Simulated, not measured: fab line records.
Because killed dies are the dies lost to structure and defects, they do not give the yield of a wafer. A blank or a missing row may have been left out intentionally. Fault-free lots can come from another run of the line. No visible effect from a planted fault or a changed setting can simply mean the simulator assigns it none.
fab line records	flow sky130
record: lots: 6	wafers: 18	last_day: 50
route steps=708 shown LOCAL_INTERCONNECT@394 CONTACT@406 PAD_OPEN@708
lots that met no fault: taken from a fault-free run of the same line
start_h: hours from the record's opening day to when the first of the lot's shown wafers began	wait_h: hours since the lot's step before	" repeats the value in the row above	L1.1+2: a row that stands for several wafers	- no value, or no start given	* or withheld: withheld	< > ~ a bound
route shown NAME@n: names a module that has steps shown in the file, with the first one's number in the route	usual: the fault-free wafers' mean and standard deviation	same: alike in all rows	chamber/n: place in a boat	sites: readings site by site	_std_site: standard deviation across them	_edge_site: mean of outer sites minus mean of inner sites	radius_mm: for every site, how far away it sits from the centre of the wafer	mask NAME#n: copy n	behind: the last tool/chamber to shape the wafer	hold: why the lot went on hold/how many hours it stayed there/how the hold came to an end	device: transistor that didn't switch, given as n, p or np	end of line: the same wafers' tests at the end of the route	where a step has no rows: the recipe by itself	killed: dies that structure and defects cost at the first sort, which is not the same as the wafer's yield	map: a wafer's dies, x killed, . not, _ none there
set.NAME: the setting as run; set.NAME@STEP: as run at that earlier step	model.NAME: the simulator's own value behind a step, which no gauge read
a table for each step, a row for each wafer; lots at some steps of the route
services: a tool's chamber out of use, with start hour (start_h, from the record's first day; less than 0 if before it), hours out, and reason
== steps ==
step: SKY_LOCAL_INTERCONNECT_SOFTBAKE_07
recipe: temp_c: 100	time_s: 90	resist: KrF-thick
step: SKY_LOCAL_INTERCONNECT_EXPOSE_08
recipe: mask_id: LI1M	na: 0.8	source_shape: annular	sigma_inner: 0.55	sigma_outer: 0.85	target_cd_nm: 170	dose_mj: 28
step: SKY_LOCAL_INTERCONNECT_PEB_09
recipe: peb_temp_c: withheld	peb_time_s: withheld	resist: KrF-thick
step: SKY_LOCAL_INTERCONNECT_DEVELOP_10
recipe: develop_time_s: 60	resist: KrF-thick	dev_temp_c: 21
step: SKY_LOCAL_INTERCONNECT_CD_MEAS_11
recipe: target_cd_nm: 170
usual: cd_nm: 170.3/1.5
lot.wafer	tool	chamber	start_h	wait_h	cd_nm
L902.1	cd_sem-01	-	742.73	-	171.1
L902.4	"	-	"	"	172.2
L902.6	"	-	"	"	172.8
L914.2	cd_sem-02	-	826.33	-	168.5
L914.4	"	-	"	"	168.4
L914.6	"	-	"	"	169.7
L916.1	cd_sem-01	-	837.54	-	168.8
L916.2	"	-	"	"	170.1
L916.5	"	-	"	"	168.7
L919.1	cd_sem-01	-	857.11	-	170.8
L919.4	"	-	"	"	170.3
L919.5	"	-	"	"	171.7
L920.2	cd_sem-01	-	870.95	-	171.9
L920.3	"	-	"	"	171.8
L920.4	"	-	"	"	171.8
L922.1	cd_sem-02	-	884.14	-	172.5
L922.2	"	-	"	"	172.8
L922.4	"	-	"	"	171.4
step: SKY_LOCAL_INTERCONNECT_OVL_MEAS_12
usual: LOCAL_INTERCONNECT_OVL: 2/5.2
lot.wafer	tool	chamber	start_h	wait_h	LOCAL_INTERCONNECT_OVL[nm]
L902.1	overlay-02	-	742.85	0.1	-3
L902.4	"	-	"	"	7
L902.6	"	-	"	"	4
L914.2	overlay-02	-	826.44	0.1	-7
L914.4	"	-	"	"	-5
L914.6	"	-	"	"	-2
L916.1	overlay-01	-	837.66	0.1	8
L916.2	"	-	"	"	3
L916.5	"	-	"	"	1
L919.1	overlay-01	-	857.23	0.1	2
L919.4	"	-	"	"	2
L919.5	"	-	"	"	-4
L920.2	overlay-02	-	871.05	0.1	-3
L920.3	"	-	"	"	-1
L920.4	"	-	"	"	7
L922.1	overlay-01	-	884.26	0.1	2
L922.2	"	-	"	"	-4
L922.4	"	-	"	"	-6
step: SKY_LOCAL_INTERCONNECT_ETCH_13
recipe: chemistry: N2/H2	target: BARC	ion_energy_ev: 200	bias_w: 100	pressure_mtorr: 30	n2_flow_sccm: 100	h2_flow_sccm: 200	icp_w: 500	stop_on: SiO2	time_s: 45.9	target_depth_a: 600
usual: chamber_pressure_mTorr: 29.999/0.025	drypump_motor_current_A: 5.48/0.29	oes_product_au: 0.854/0.0047	throttle_valve_pct: 13.224/0.0088
lot.wafer	tool	chamber	start_h	wait_h	chamber_pressure_mTorr	drypump_motor_current_A	oes_product_au	rf_hours_counter_h	throttle_valve_pct
L902.1	rie_metal-03	1	742.88	0.0	29.995	5.41	0.849	16	13.215
L902.4	"	1	"	"	30.003	5.44	0.860	-	13.242
L902.6	"	0	"	"	30.019	4.92	0.853	-	13.231
L914.2	rie_metal-02	0	826.47	0.0	30.021	5.17	0.855	3	13.220
L914.4	"	0	"	"	29.991	5.17	0.856	-	13.228
L914.6	"	0	"	"	29.996	5.16	0.855	-	13.229
L916.1	rie_metal-01	0	837.70	0.0	29.967	5.56	0.852	4	13.219
L916.2	"	0	"	"	30.026	5.57	0.850	-	13.227
L916.5	"	0	"	"	30.053	5.57	0.854	-	13.223
L919.1	rie_metal-02	1	857.27	0.0	30.040	5.81	0.858	17	13.228
L919.4	"	1	"	"	29.971	5.81	0.850	-	13.219
L919.5	"	1	"	"	29.974	5.81	0.859	-	13.224
L920.2	rie_metal-03	0	871.08	0.0	30.012	4.92	0.851	17	13.230
L920.3	"	1	"	"	29.972	5.43	0.854	-	13.212
L920.4	"	0	"	"	29.996	4.93	0.853	-	13.223
L922.1	rie_metal-01	0	884.30	0.0	29.997	5.55	0.849	6	13.231
L922.2	"	1	"	"	29.993	5.61	0.861	2	13.219
L922.4	"	1	"	"	29.970	5.58	0.861	-	13.225
step: SKY_LOCAL_INTERCONNECT_METAL_ETCH_14
recipe: target_depth_nm: 110	stop_on: PSG	chemistry: Cl2/BCl3	target: TiN	resist_sidewall_deg: 88	pressure_mtorr: 10	icp_w: 900	bias_w: 48.5	Cl2_flow_sccm: 60	bcl3_flow_sccm: 30	time_s: 31.4
usual: chamber_pressure_mTorr: 10.000/0.01	drypump_motor_current_A: 5.47/0.28	oes_product_au: 0.937/0.0072	throttle_valve_pct: 21.905/0.01
lot.wafer	tool	chamber	start_h	wait_h	chamber_pressure_mTorr	drypump_motor_current_A	oes_product_au	rf_hours_counter_h	throttle_valve_pct
L902.1	rie_metal-03	1	742.95	0.0	9.995	5.42	0.938	16	21.916
L902.4	"	1	"	"	9.996	5.43	0.947	-	21.900
L902.6	"	0	"	"	9.995	4.93	0.938	-	21.893
L914.2	rie_metal-02	0	826.53	0.0	10.011	5.15	0.928	3	21.899
L914.4	"	0	"	"	10.002	5.15	0.937	-	21.899
L914.6	"	0	"	"	9.995	5.16	0.936	-	21.899
L916.1	rie_metal-01	0	837.82	0.1	10.011	5.54	0.939	4	21.910
L916.2	"	0	"	"	9.993	5.51	0.928	-	21.913
L916.5	"	0	"	"	9.998	5.52	0.933	-	21.905
L919.1	rie_metal-02	1	857.33	0.0	9.985	5.78	0.939	17	21.905
L919.4	"	1	"	"	10.005	5.80	0.932	-	21.901
L919.5	"	1	"	"	10.021	5.79	0.937	-	21.904
L920.2	rie_metal-03	0	871.15	0.0	9.988	4.94	0.932	17	21.905
L920.3	"	1	"	"	9.997	5.40	0.936	-	21.899
L920.4	"	0	"	"	9.983	4.94	0.946	-	21.886
L922.1	rie_metal-01	0	884.36	0.0	9.994	5.52	0.937	6	21.893
L922.2	"	1	"	"	10.008	5.62	0.930	2	21.911
L922.4	"	1	"	"	10.008	5.60	0.929	-	21.900
step: SKY_LOCAL_INTERCONNECT_STRIP_15
recipe: chemistry: O2/N2	power_w: 1400	pressure_mtorr: 1500	platen_temp_c: withheld	o2_flow_sccm: 3000	n2_flow_sccm: 300	overash_fraction: 0.5
usual: chamber_pressure_mTorr: 1500.1/1.3	drypump_motor_current_A: 5.6/0.41	oes_product_au: 0.427/0.0048	strip_time_to_endpoint_s: 4.718/0.023
same: overash_fraction: 0.5
lot.wafer	tool	chamber	start_h	wait_h	chamber_pressure_mTorr	drypump_motor_current_A	oes_product_au	rf_hours_counter_h	strip_time_to_endpoint_s
L902.1	plasma_asher-02	1	743.00	0.0	1502.7	5.9	0.426	33	4.755
L902.4	"	1	"	"	1501.4	5.9	0.427	-	4.758
L902.6	"	0	"	"	1499.3	5.2	0.421	-	4.739
L914.2	plasma_asher-03	0	826.58	0.0	1498.5	5.3	0.425	100	4.709
L914.4	"	0	"	"	1500.7	5.3	0.424	-	4.722
L914.6	"	1	"	"	1499.8	6.2	0.432	-	4.732
L916.1	plasma_asher-02	0	837.93	0.1	1498.8	5.2	0.426	42	4.729
L916.2	"	1	"	"	1502.1	5.9	0.425	42	4.741
L916.5	"	1	"	"	1500.1	5.9	0.426	-	4.705
L919.1	plasma_asher-03	0	857.38	0.0	1500.3	5.3	0.430	103	4.709
L919.4	"	1	"	"	1500.0	6.2	0.428	-	4.675
L919.5	"	1	"	"	1501.5	6.2	0.413	-	4.722
L920.2	plasma_asher-03	1	871.20	0.0	1502.1	6.2	0.423	105	4.727
L920.3	"	0	"	"	1500.7	5.3	0.432	-	4.707
L920.4	"	1	"	"	1499.7	6.2	0.428	-	4.732
L922.1	plasma_asher-01	0	884.41	0.0	1498.7	5.4	0.427	12	4.735
L922.2	"	1	"	"	1501.3	5.3	0.427	12	4.737
L922.4	"	0	"	"	1500.6	5.4	0.427	-	4.746
step: SKY_LOCAL_INTERCONNECT_STRIP_16
recipe: chemistry: post_etch_residue_remover	time_s: 1200	temp_c: 72.5
step: SKY_LOCAL_INTERCONNECT_CLEAN_17
recipe: chemistry: IPA	time_s: 180	temp_c: 25
step: SKY_LOCAL_INTERCONNECT_CLEAN_18
recipe: chemistry: O3/DIW	dry: n2_spin
step: SKY_CONTACT_CVD_00
recipe: material: Si3N4	target_thk_nm: 75	temp_c: 400	time_s: withheld	rf_w: 450
usual: heater_power_w: 722/70
lot.wafer	tool	chamber	start_h	wait_h	heater_power_w
L902.1	pecvd-03	0	743.64	0.0	598
L902.4	"	0	"	"	608
L902.6	"	2	"	"	735
L914.2	pecvd-02	2	827.21	0.0	799
L914.4	"	2	"	"	799
L914.6	"	1	"	"	665
L914.2	pecvd-02	2	827	-	794
L914.4	"	2	"	"	796
L914.6	"	1	"	"	666
L916.1	pecvd-02	2	838.52	0.0	767
L916.2	"	1	"	"	641
L916.5	"	2	"	"	783
L916.1	pecvd-02	2	838	-	753
L916.2	"	1	"	"	634
L916.5	"	2	"	"	751
L919.1	pecvd-04	1	858.00	0.0	650
L919.4	"	2	"	"	682
L919.5	"	0	"	"	835
L920.2	pecvd-02	1	871.83	0.0	719
L920.3	"	2	"	"	797
L920.4	"	1	"	"	737
L922.1	pecvd-04	2	885.01	0.0	707
L922.2	"	0	"	"	714
L922.4	"	2	"	"	697
step: SKY_CONTACT_THK_MEAS_01
recipe: reads: Si3N4_of_CONTACT_CVD_00
usual: CONTACT_CVD_00_THK: 74.9/0.94
lot.wafer	tool	chamber	start_h	wait_h	CONTACT_CVD_00_THK[nm]
L902.1	film_metro-02	-	743.67	-	74.3
L902.4	"	-	"	"	76.4
L902.6	"	-	"	"	76.4
L914.2	film_metro-01	-	827.46	-	149.9
L914.4	"	-	"	"	152.2
L914.6	"	-	"	"	150.0
L916.1	film_metro-01	-	838.75	-	149.0
L916.2	"	-	"	"	146.9
L916.5	"	-	"	"	152.4
L919.1	film_metro-02	-	858.04	-	74.7
L919.4	"	-	"	"	76.3
L919.5	"	-	"	"	76.0
L920.2	film_metro-01	-	871.89	-	73.7
L920.3	"	-	"	"	75.9
L920.4	"	-	"	"	75.2
L922.1	film_metro-02	-	885.04	-	73.7
L922.2	"	-	"	"	73.9
L922.4	"	-	"	"	76.1
step: SKY_CONTACT_HDPCVD_02
recipe: material: SiO2	target_thk_nm: 565	sigma_open_frac: 0.3	time_s: 94.2	temp_c: 600	sih4_flow_sccm: 60	pressure_mtorr: 6
step: SKY_CONTACT_THK_MEAS_03
recipe: reads: SiO2_of_CONTACT_HDPCVD_02
usual: CONTACT_HDPCVD_THK: 566/6.6
lot.wafer	tool	chamber	start_h	wait_h	CONTACT_HDPCVD_THK[nm]
L902.1	film_metro-04	-	743.80	0.0	556
L902.4	"	-	"	"	565
L902.6	"	-	"	"	552
L914.2	film_metro-02	-	827.58	0.0	567
L914.4	"	-	"	"	573
L914.6	"	-	"	"	566
L916.1	film_metro-02	-	838.88	0.0	565
L916.2	"	-	"	"	571
L916.5	"	-	"	"	560
L919.1	film_metro-04	-	858.17	0.0	579
L919.4	"	-	"	"	576
L919.5	"	-	"	"	578
L920.2	film_metro-04	-	872.02	0.0	571
L920.3	"	-	"	"	567
L920.4	"	-	"	"	566
L922.1	film_metro-04	-	885.21	0.1	555
L922.2	"	-	"	"	565
L922.4	"	-	"	"	561
step: SKY_CONTACT_CMP_04
recipe: material: SiO2	down_force_psi: 4	platen_rpm: 60	pad_velocity_m_s: 0.94248
usual: motor_current_A: 11.5/1.2	time_to_endpoint_s: 80/5
lot.wafer	tool	chamber	start_h	wait_h	motor_current_A	time_to_endpoint_s
L902.1	cmp-01	3	743.91	0.1	12.9	84
L902.4	"	0	"	"	9.5	84
L902.6	"	3	"	"	12.3	82
L914.2	cmp-02	0	828.17	0.6	10.1	75
L914.4	"	1	"	"	10.6	80
L914.6	"	0	"	"	10.5	75
L916.1	cmp-01	3	838.99	0.1	13.0	87
L916.2	"	0	"	"	9.6	82
L916.5	"	2	"	"	12.4	78
L919.4	cmp-02	3	858.36	0.2	11.1	86
L919.1	"	1	"	"	10.6	84
L919.5	"	3	"	"	10.5	90
L920.3	cmp-01	1	872.07	0.0	11.9	87
L920.4	"	3	"	"	13.0	94
L920.2	"	0	"	"	9.7	88
L922.2	cmp-01	2	885.27	0.0	12.2	82
L922.4	"	0	"	"	9.4	83
L922.1	"	1	"	"	12.8	76
step: SKY_CONTACT_BOW_MEAS_05
recipe: mode: bow
usual: CONTACT_BOW: 80/6.6
lot.wafer	tool	chamber	start_h	wait_h	CONTACT_BOW[um]
L902.1	film_metro-02	-	744.16	0.2	77
L902.4	"	-	"	"	87
L902.6	"	-	"	"	79
L914.2	film_metro-01	-	828.46	0.2	80
L914.4	"	-	"	"	77
L914.6	"	-	"	"	89
L916.1	film_metro-04	-	839.24	0.2	62
L916.2	"	-	"	"	81
L916.5	"	-	"	"	78
L919.1	film_metro-02	-	858.66	0.1	75
L919.4	"	-	"	"	73
L919.5	"	-	"	"	83
L920.2	film_metro-04	-	872.39	0.1	78
L920.3	"	-	"	"	83
L920.4	"	-	"	"	91
L922.1	film_metro-04	-	885.57	0.1	85
L922.2	"	-	"	"	88
L922.4	"	-	"	"	73
step: SKY_CONTACT_DEHYDRATE_06
recipe: temp_c: 200	time_s: 60
step: SKY_CONTACT_HMDS_07
recipe: prime_time_s: 60	prime_temp_c: 120
step: SKY_CONTACT_COAT_08
recipe: resist: BARC	temp_c: withheld	time_s: withheld	spin_rpm: 3000	resist_thk_nm: 60
step: SKY_CONTACT_COAT_09
recipe: resist: KrF-thick	spin_rpm: 3000	resist_thk_nm: 450
step: SKY_CONTACT_SOFTBAKE_10
recipe: temp_c: 100	time_s: 90	resist: KrF-thick
step: SKY_CONTACT_EXPOSE_11
recipe: mask_id: CTM1	na: 0.8	source_shape: annular	sigma_inner: 0.55	sigma_outer: 0.85	target_cd_nm: 170	dose_mj: 38
step: SKY_CONTACT_PEB_12
recipe: peb_temp_c: withheld	peb_time_s: withheld	resist: KrF-thick
step: SKY_CONTACT_DEVELOP_13
recipe: develop_time_s: 60	resist: KrF-thick	dev_temp_c: 21
step: SKY_CONTACT_CD_MEAS_14
recipe: target_cd_nm: 170
usual: cd_nm: 170.1/1.6
lot.wafer	tool	chamber	start_h	wait_h	cd_nm
L902.1	cd_sem-01	-	771.33	-	170.1
L902.4	"	-	"	"	170.0
L902.6	"	-	"	"	171.6
L914.2	cd_sem-02	-	854.36	-	170.7
L914.4	"	-	"	"	171.0
L914.6	"	-	"	"	170.7
L916.1	cd_sem-01	-	865.01	-	170.0
L916.2	"	-	"	"	170.6
L916.5	"	-	"	"	170.3
L919.1	cd_sem-01	-	885.23	-	168.0
L919.4	"	-	"	"	169.7
L919.5	"	-	"	"	168.1
L920.2	cd_sem-02	-	897.96	-	172.0
L920.3	"	-	"	"	172.0
L920.4	"	-	"	"	173.4
L922.1	cd_sem-01	-	911.23	-	170.6
L922.2	"	-	"	"	170.8
L922.4	"	-	"	"	169.6
step: SKY_CONTACT_OVL_MEAS_15
usual: CONTACT_OVL: 3/5.7
lot.wafer	tool	chamber	start_h	wait_h	CONTACT_OVL[nm]
L902.1	overlay-01	-	771.45	0.1	11
L902.4	"	-	"	"	6
L902.6	"	-	"	"	10
L914.2	overlay-01	-	854.47	0.1	2
L914.4	"	-	"	"	0
L914.6	"	-	"	"	1
L916.1	overlay-01	-	865.13	0.1	-11
L916.2	"	-	"	"	3
L916.5	"	-	"	"	-6
L919.1	overlay-01	-	885.35	0.1	3
L919.4	"	-	"	"	-3
L919.5	"	-	"	"	-7
L920.2	overlay-01	-	898.07	0.1	-4
L920.3	"	-	"	"	4
L920.4	"	-	"	"	-5
L922.1	overlay-01	-	911.35	0.1	5
L922.2	"	-	"	"	8
L922.4	"	-	"	"	4
step: SKY_CONTACT_ETCH_16
recipe: chemistry: N2/H2	target: BARC	ion_energy_ev: 200	source_w: 500	bias_w: 100	pressure_mtorr: 30	n2_flow_sccm: 100	h2_flow_sccm: 200	stop_on: SiO2	time_s: 45.9	target_depth_a: 600
step: SKY_CONTACT_ETCH_17
recipe: target: SiO2	chemistry: C4F8/O2/Ar	stop_on: Si3N4	mask_material: KrF-thick	source_w: 1500	bias_w: 1200	pressure_mtorr: 40	c4f8_flow_sccm: withheld	O2_flow_sccm: 6	Ar_flow_sccm: 300	time_s: withheld	target_depth_a: 3400
step: SKY_CONTACT_ETCH_18
recipe: target: Si3N4	chemistry: CHF3/O2	stop_on: TiN	source_w: 600	bias_w: 200	pressure_mtorr: 40	chf3_flow_sccm: 50	O2_flow_sccm: 5	time_s: 39	target_depth_a: 750
usual: chamber_pressure_mTorr: 40.00/0.038	drypump_motor_current_A: 5.7/0.43	oes_product_au: 0.854/0.0077	throttle_valve_pct: 8.792/0.0099
lot.wafer	tool	chamber	start_h	wait_h	chamber_pressure_mTorr	drypump_motor_current_A	oes_product_au	rf_hours_counter_h	throttle_valve_pct	model.etch.depth_nm
L902.1	rie_diel-02	3	-	-	40.02	5.8	0.856	38	8.783	74.32
L902.4	"	2	"	"	39.95	5.6	0.862	10	8.813	76.44
L902.6	"	2	"	"	40.01	5.6	0.863	-	8.790	76.4
L914.2	rie_diel-04	1	-	-	39.93	5.2	1.003	9	8.810	97.94
L914.4	"	3	"	"	40.01	6.0	1.018	6	8.838	100.4
L914.6	"	2	"	"	39.99	6.2	0.999	-	8.830	95.99
L916.1	rie_diel-04	3	-	-	40.05	6.0	1.004	6	8.829	98.86
L916.2	"	0	"	"	40.04	5.8	0.994	13	8.838	97.11
L916.5	"	1	"	"	39.97	5.1	1.004	-	8.825	97.65
L919.1	rie_diel-04	3	-	-	40.03	6.0	0.848	7	8.783	74.7
L919.4	"	2	"	"	39.94	6.2	0.863	3	8.774	76.31
L919.5	"	3	"	"	40.03	6.0	0.865	-	8.811	75.99
L920.2	rie_diel-02	1	-	-	39.98	5.7	0.846	12	8.802	73.68
L920.3	"	3	"	"	39.94	5.8	0.865	2	8.788	75.85
L920.4	"	0	"	"	39.95	5.1	0.856	17	8.800	75.09
L922.1	rie_diel-02	3	-	-	40.03	5.7	0.850	3	8.789	73.72
L922.2	"	0	"	"	40.02	5.1	0.850	18	8.791	73.83
L922.4	"	1	"	"	39.97	5.7	0.864	13	8.787	76.08
step: SKY_CONTACT_STRIP_19
recipe: chemistry: O2/N2	power_w: 1400	pressure_mtorr: 1500	platen_temp_c: withheld	o2_flow_sccm: 3000	n2_flow_sccm: 300	overash_fraction: 0.5
usual: chamber_pressure_mTorr: 1500.1/1.3	drypump_motor_current_A: 5.5/0.45	oes_product_au: 0.380/0.0046	strip_time_to_endpoint_s: 3.62/0.031
same: overash_fraction: 0.5
lot.wafer	tool	chamber	start_h	wait_h	chamber_pressure_mTorr	drypump_motor_current_A	oes_product_au	rf_hours_counter_h	strip_time_to_endpoint_s
L902.1	plasma_asher-04	1	771.61	-	1499.0	4.9	0.376	66	3.65
L902.4	"	0	"	"	1501.1	5.5	0.381	-	3.63
L902.6	"	1	"	"	1501.0	4.9	0.381	-	3.62
L914.2	plasma_asher-04	0	854.63	-	1500.5	5.5	0.376	75	3.59
L914.4	"	1	"	"	1501.0	4.9	0.369	-	3.54
L914.6	"	1	"	"	1502.0	4.9	0.385	-	3.65
L916.1	plasma_asher-02	1	865.30	-	1500.4	5.9	0.378	45	3.59
L916.2	"	0	"	"	1500.5	5.2	0.379	45	3.65
L916.5	"	0	"	"	1499.5	5.2	0.386	-	3.62
L919.1	plasma_asher-04	1	885.52	-	1500.0	4.9	0.373	78	3.61
L919.4	"	0	"	"	1501.0	5.5	0.381	-	3.65
L919.5	"	0	"	"	1501.6	5.5	0.380	-	3.61
L920.2	plasma_asher-02	1	898.23	-	1500.0	5.9	0.387	48	3.64
L920.3	"	0	"	"	1499.0	5.2	0.385	-	3.63
L920.4	"	1	"	"	1501.6	5.9	0.382	-	3.63
L922.1	plasma_asher-04	1	911.52	-	1498.9	4.9	0.379	81	3.61
L922.2	"	0	"	"	1500.5	5.5	0.379	81	3.59
L922.4	"	0	"	"	1498.5	5.5	0.378	-	3.61
step: SKY_PAD_OPEN_PROBE_99
usual: defect_limited_yield: 82.5/2.1	killed_at_M0_to_M3: 44/7.3	killed_at_M4_up: 3.4/1.8	killed_at_contacts: 24/5.8	killed_at_front_end: 15/4.9	killed_at_other: 0.4/0.63	killed_dies: 86/11	killed_on_rim: 17/3.8	killed_open: 47/8	killed_short: 39/6.5	sort_bin_3_pad_short: 0.9/0.38	sort_bin_5_function: 10.4/1.6	sort_bin_6_memory: 6.2/1.2	sort_n_pass: 406/11	sort_yield_pct: 82.5/2.1
same: gross_dies: 492	killed_at_back_side: 0	sort_bin_4_leakage[%]: 0	sort_bin_8_speed[%]: 0
lot.wafer	tool	chamber	start_h	wait_h	defect_limited_yield[%]	killed_at_M0_to_M3	killed_at_M4_up	killed_at_contacts	killed_at_front_end	killed_at_other	killed_dies	killed_on_rim	killed_open	killed_short	sort_bin_3_pad_short[%]	sort_bin_5_function[%]	sort_bin_6_memory[%]	sort_n_pass	sort_yield_pct[%]
L902.1	prober-01	-	1105.05	0.1	83.3	36	0	33	13	0	82	21	40	42	1.0	9.6	6.1	410	83.3
L902.4	prober-01	-	1105.20	0.2	83.9	38	1	26	14	0	79	17	41	35	0.4	10.0	5.7	413	83.9
L902.6	prober-01	-	1105.30	0.2	85.0	32	3	25	13	1	74	14	43	30	1.0	6.9	7.1	418	85.0
L919.1	prober-01	-	1185.10	0.1	84.1	35	1	30	11	1	78	12	40	38	0.8	8.7	6.3	414	84.1
L919.4	prober-01	-	1185.25	0.2	81.1	46	3	24	20	0	93	14	44	48	0.8	12.0	6.1	399	81.1
L919.5	prober-01	-	1185.30	0.2	85.2	35	0	19	19	0	73	13	40	33	0.8	7.9	6.1	419	85.2
L920.2	prober-02	-	1191.45	0.1	78.9	47	4	30	23	0	104	13	57	47	1.6	12.8	6.7	388	78.9
L920.3	prober-02	-	1191.50	0.2	78.5	63	3	26	14	0	106	20	61	45	0.8	12.0	8.7	386	78.5
L920.4	prober-02	-	1191.55	0.2	80.3	49	4	21	23	0	97	17	52	45	0.8	12.8	6.1	395	80.3
L922.1	prober-01	-	1200.56	0.1	82.7	34	5	27	19	0	85	15	39	46	0.8	10.2	6.3	407	82.7
L922.2	prober-01	-	1200.61	0.1	85.0	33	3	24	14	0	74	15	38	36	0.6	7.7	6.7	418	85.0
L922.4	prober-01	-	1200.71	0.2	81.5	49	2	28	12	0	91	12	50	41	1.0	10.4	7.1	401	81.5
killed by level:class
L902.1 CONTACT:geometric_particle:open=11 LI_CONTACT:geometric_particle:open=8 CONTACT:geometric_particle:short=8 VIA1:geometric_particle:short=6 VIA2:geometric_particle:open=6 METAL1:geometric_particle:short=4 METAL2:geometric_particle:short=4 VIA3:geometric_particle:short=4
L902.4 CONTACT:geometric_particle:open=11 VIA2:geometric_particle:open=8 VIA1:geometric_particle:open=5 FIELD_ISO:geometric_particle:short=4 LI_CONTACT:geometric_particle:open=4 LOCAL_INTERCONNECT:geometric_particle:short=4 METAL1:geometric_particle:short=4 METAL3:geometric_particle:short=4
L902.6 LI_CONTACT:geometric_particle:open=10 VIA1:geometric_particle:open=9 CONTACT:geometric_particle:open=7 METAL1:geometric_particle:short=5 FIELD_ISO:geometric_particle:open=4 LOCAL_INTERCONNECT:geometric_particle:short=4 VIA1:geometric_particle:short=4 VIA2:geometric_particle:short=4
L919.1 CONTACT:geometric_particle:open=11 VIA1:geometric_particle:open=8 LOCAL_INTERCONNECT:geometric_particle:short=7 VIA3:geometric_particle:open=7 CONTACT:geometric_particle:short=6 LI_CONTACT:geometric_particle:open=5 METAL2:geometric_particle:short=4 FIELD_ISO:geometric_particle:open=3
L919.4 VIA2:geometric_particle:open=9 VIA1:geometric_particle:open=8 CONTACT:geometric_particle:short=7 FIELD_ISO:geometric_particle:short=6 FIELD_ISO:geometric_particle:open=5 LOCAL_INTERCONNECT:geometric_particle:short=5 LI_CONTACT:geometric_particle:open=5 VIA1:geometric_particle:short=5
L919.5 VIA1:geometric_particle:open=8 FIELD_ISO:geometric_particle:open=7 CONTACT:geometric_particle:open=7 VIA1:geometric_particle:short=7 LI_CONTACT:geometric_particle:open=6 FIELD_ISO:geometric_particle:short=4 VIA2:geometric_particle:open=4 POLY_GATE:geometric_particle:short=3
L920.2 VIA1:geometric_particle:open=12 CONTACT:geometric_particle:open=11 FIELD_ISO:geometric_particle:short=10 LI_CONTACT:geometric_particle:open=9 METAL2:geometric_particle:short=7 METAL1:geometric_particle:short=6 VIA2:geometric_particle:open=5 VIA3:geometric_particle:open=5
L920.3 VIA1:geometric_particle:open=15 CONTACT:geometric_particle:open=9 METAL2:geometric_particle:short=9 VIA2:geometric_particle:open=9 VIA3:geometric_particle:open=8 LI_CONTACT:geometric_particle:open=6 POLY_GATE:geometric_particle:open=5 CONTACT:geometric_particle:short=5
L920.4 VIA1:geometric_particle:open=12 CONTACT:geometric_particle:open=10 VIA2:geometric_particle:open=8 FIELD_ISO:geometric_particle:short=6 METAL2:geometric_particle:short=6 POLY_GATE:geometric_particle:short=5 METAL3:geometric_particle:short=5 FIELD_ISO:geometric_particle:open=4
L922.1 LOCAL_INTERCONNECT:geometric_particle:short=8 VIA1:geometric_particle:open=7 CONTACT:geometric_particle:open=7 METAL1:geometric_particle:short=7 FIELD_ISO:geometric_particle:short=5 FIELD_ISO:geometric_particle:open=5 LI_CONTACT:geometric_particle:open=5 VIA1:geometric_particle:short=4
L922.2 METAL1:geometric_particle:short=9 LI_CONTACT:geometric_particle:open=8 CONTACT:geometric_particle:open=7 VIA1:geometric_particle:open=6 CONTACT:geometric_particle:short=5 FIELD_ISO:geometric_particle:open=4 FIELD_ISO:geometric_particle:short=3 SPACER:geometric_particle:open=3
L922.4 VIA1:geometric_particle:open=11 LI_CONTACT:geometric_particle:open=10 CONTACT:geometric_particle:open=9 VIA2:geometric_particle:open=7 VIA2:geometric_particle:short=6 VIA3:geometric_particle:short=6 VIA1:geometric_particle:short=5 LOCAL_INTERCONNECT:geometric_particle:short=4
== services ==
tool	chamber	start_h	hours	kind
rie_metal-01	0	723.14	11.0	repair
rie_diel-04	3	728.49	32.6	repair
pecvd-02	-	746.41	1.0	repair
cmp-01	-	749.74	6.5	pm
rie_diel-02	3	753.63	2.9	repair
pecvd-02	-	755.39	2.8	pm
pecvd-02	1	763.00	6.4	repair
rie_diel-02	0	783.66	25.7	repair
cmp-01	-	793.64	3.1	repair
rie_metal-02	-	799.29	3.8	repair
rie_metal-01	-	807.32	14.6	pm
rie_diel-02	2	809.33	13.5	repair
cmp-01	-	813.94	20.4	pm
rie_metal-01	0	827.48	1.5	repair
cmp-01	-	852.52	1.3	repair
cmp-01	-	861.66	0.2	repair
rie_metal-03	-	863.70	2.3	repair
pecvd-02	-	867.70	1.0	repair
cmp-01	-	873.86	0.3	repair
rie_metal-02	-	874.54	2.8	pm
plasma_asher-02	-	883.63	2.8	pm
rie_metal-03	-	886.34	1.3	repair
rie_metal-03	0	890.63	2.4	repair
rie_metal-02	-	901.49	0.2	repair
== key ==
first_sign: step: SKY_CONTACT_CVD_00	reading: visit	direction: added
effect: step: SKY_CONTACT_THK_MEAS_01	reading: CONTACT_CVD_00_THK	direction: up	sigmas: 80	usual: 74.9	struck: 150.1
effect: step: SKY_CONTACT_ETCH_18	reading: oes_product_au	direction: up	sigmas: 20	usual: 0.854	struck: 1.004
model_effect: step: SKY_CONTACT_ETCH_18	value: etch.depth_nm	without: 74.96	struck: 97.99
met_at SKY_CONTACT_CVD_00
struck_wafers L914.2,L914.4,L914.6,L916.1,L916.2,L916.5
rows_end L914.2,L914.4,L914.6,L916.1,L916.2,L916.5
fault: kind: repeated_step_whole	tool: pecvd-02,pecvd-03,pecvd-04	chamber: -	onset_h: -	steps: SKY_CONTACT_CVD_00	times: 1	scope: struck_lots_only
rows_end: these wafers met a further fault down the route, and their rows from its step on are left out
